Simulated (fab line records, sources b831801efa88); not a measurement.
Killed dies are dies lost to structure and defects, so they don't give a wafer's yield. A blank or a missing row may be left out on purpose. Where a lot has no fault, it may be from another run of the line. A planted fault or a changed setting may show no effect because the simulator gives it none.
Struck lot and sound lot, side by side	flow gf180mcu	18 steps out of a route of 602
Sound: wafers L555.3, L555.5, L555.6. Wafers struck: L559.1, L559.2, L559.6. The cause is named last.
For every step that has rows: the tool of each side, followed by ch and its chambers, followed by its first start. Under that, the readings that differ: sound wafers	struck wafers	difference of the means	sigmas: that difference in standard deviations of wafers without a fault.
alike: readings with means less than 2 such deviations apart, plus words and numbers identical on both sides. not compared: withheld readings, readings lacking a value on some wafer, bounds such as >300 that could conceal the same value, and numbers that have no deviation in the record and whose values overlap.
A row with sigmas, a row that says differs or no value, or rows on one side alone: a step with any of these is where the two part. Non-overlapping numbers with no deviation appear without sigmas and do not part them. A reading missing from all wafers of one side parts the sides only when that side holds two or more wafers.

GF_POLY_GATE_OVL_MEAS_11:
  sound on overlay-02 at day 9 07:53; struck on overlay-01 at day 10 11:39
  alike: POLY_GATE_OVL
GF_POLY_GATE_ETCH_12: etches BARC in N2/H2.
  sound on rie-diel-01 ch 0,3, day 9 07:54; struck on rie-diel-01 ch 1,3, day 10 11:41
  alike: drypump-motor-current-A, oes-product-au, throttle-valve-pct
GF_POLY_GATE_ETCH_13: etches poly-Si in HBr/Cl2, stops on SiO2, target depth 198.5 nm, time 69.6 s.
  sound on rie-si-02 ch 2,3, day 9 07:57; struck on rie-si-02 ch 2,3, day 10 11:44
  alike: drypump-motor-current-A, oes-product-au, throttle-valve-pct
  not compared: rf-hours-counter-h
GF_POLY_GATE_STRIP_14: strips in O2/N2.
  sound on plasma-asher-03 ch 0,1, day 9 08:02; struck on plasma-asher-01 ch 0,1, day 10 11:47
  alike: drypump-motor-current-A, heater-power-w, oes-product-au
  not compared: rf-hours-counter-h
then, 2 steps without rows for these wafers: GF_POLY_GATE_CLEAN_15 (cleans in SC1/SC2, time 150 s); GF_POLY_GATE_OXIDATION_16 (stabilise 600 s, purge 300 s, target thk 4 nm).
GF_POLY_GATE_THK_MEAS_17:
  sound on film-metro-02 at day 9 10:29; struck on film-metro-03 at day 10 13:11
  alike: POLY_GATE_OXIDATION_THK
GF_POLY_GATE_CD_MEAS_18:
  sound on cd-sem-01 at day 9 10:35; struck on cd-sem-02 at day 10 13:15
  alike: cd-nm
then, 4 steps without rows for these wafers: GF_HV_LDD_DEHYDRATE_00 (time 60 s); GF_HV_LDD_HMDS_01 (prime time 60 s); GF_HV_LDD_COAT_02 (resist thk 1000 nm); GF_HV_LDD_SOFTBAKE_03 (time 60 s).
GF_HV_LDD_EXPOSE_04: exposes mask Nplus LV AREA, target cd 400 nm.
  sound on iline-stepper-01 ch 0, day 9 19:13; struck on iline-stepper-01 ch 0, day 10 22:15
reading	sound	struck	difference	sigmas
exposure-dose-mJ-cm2	139.86 139.94 139.95	126.79 126.52 126.77	-13.22	-94
  alike: mask, focus-offset-nm
then, 2 steps without rows for these wafers: GF_HV_LDD_PEB_05; GF_HV_LDD_DEVELOP_06 (develop time 60 s).
GF_HV_LDD_CD_MEAS_07: the cd target is 400 nm.
  sound on cd-sem-01 at day 10 03:31; struck on cd-sem-02 at day 11 07:11
reading	sound	struck	difference	sigmas
cd-nm (nm)	403.0 399.2 401.5	373.6 373.7 373.2	-27.7	-11
GF_HV_LDD_OVL_MEAS_08:
  sound on overlay-02 at day 10 03:37; struck on overlay-02 at day 11 07:18
  alike: HV_LDD_OVL
then, 1 step without rows for these wafers: GF_PASSIVATION_PROBE_99.

== WHERE THEY PART ==
First at GF_HV_LDD_EXPOSE_04; last, within this record, at GF_HV_LDD_CD_MEAS_07. Later steps at which nothing parts them and some readings are alike: GF_HV_LDD_OVL_MEAS_08.

WHY: whatever the simulator had introduced
Process parameter drift: iline-stepper-01, from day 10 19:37 on, at GF_HV_LDD_EXPOSE_04. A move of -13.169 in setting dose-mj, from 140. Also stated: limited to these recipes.
